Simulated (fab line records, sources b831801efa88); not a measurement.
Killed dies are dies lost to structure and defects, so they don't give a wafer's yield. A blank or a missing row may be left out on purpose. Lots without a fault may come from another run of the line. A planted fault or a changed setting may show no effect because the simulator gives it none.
Which tool did it? | flow sky130 | 7 lots, 21 wafers sampled, at 1 step of a route of 708

WHAT THE GAUGES READ, wafer by wafer
SKY_VT_ADJUST_HVTP_CD_MEAS_07: target cd 380 nm.
lot  | measured     | on        | cd_nm (nm)
L256 | day 6 05:02  | cd_sem-01 | 374.4 377.6 377.2
L258 | day 6 21:04  | cd_sem-01 | 378.5 374.9 379.0
L260 | day 7 06:55  | cd_sem-02 | 377.0 375.9 378.8
L262 | day 7 22:32  | cd_sem-01 | 382.3 382.4 382.4
L265 | day 8 16:11  | cd_sem-01 | 378.2 377.9 377.2
L267 | day 9 06:56  | cd_sem-01 | 381.3 379.6 380.7
L276 | day 11 12:58 | cd_sem-01 | 377.0 380.0 379.2

WHICH TOOL RAN EACH LOT (tool, then ch and the chambers of the sampled wafers, then the start)
The record holds no process step before these readings.

THE ANSWER, worked out from the rows above alone
Rule: what is usual is taken from the lots themselves. Put in order of their means at a reading, lots are off if they are a third of the lots or fewer, leave a main group of 4 or more, and stand apart from it by a gap of 3 or more times the standard deviation of the main group's means; of several such gaps the widest counts. A main group whose means are all the same, to the digits that the tables above print for the reading, isn't used. A lot without any number at a reading at which 4 lots or more have one is off too. The other lots that the step has rows for count as sound.
No lot is off at any reading shown: from this, nothing can be told.

WHAT THE SIMULATOR HAD PUT IN
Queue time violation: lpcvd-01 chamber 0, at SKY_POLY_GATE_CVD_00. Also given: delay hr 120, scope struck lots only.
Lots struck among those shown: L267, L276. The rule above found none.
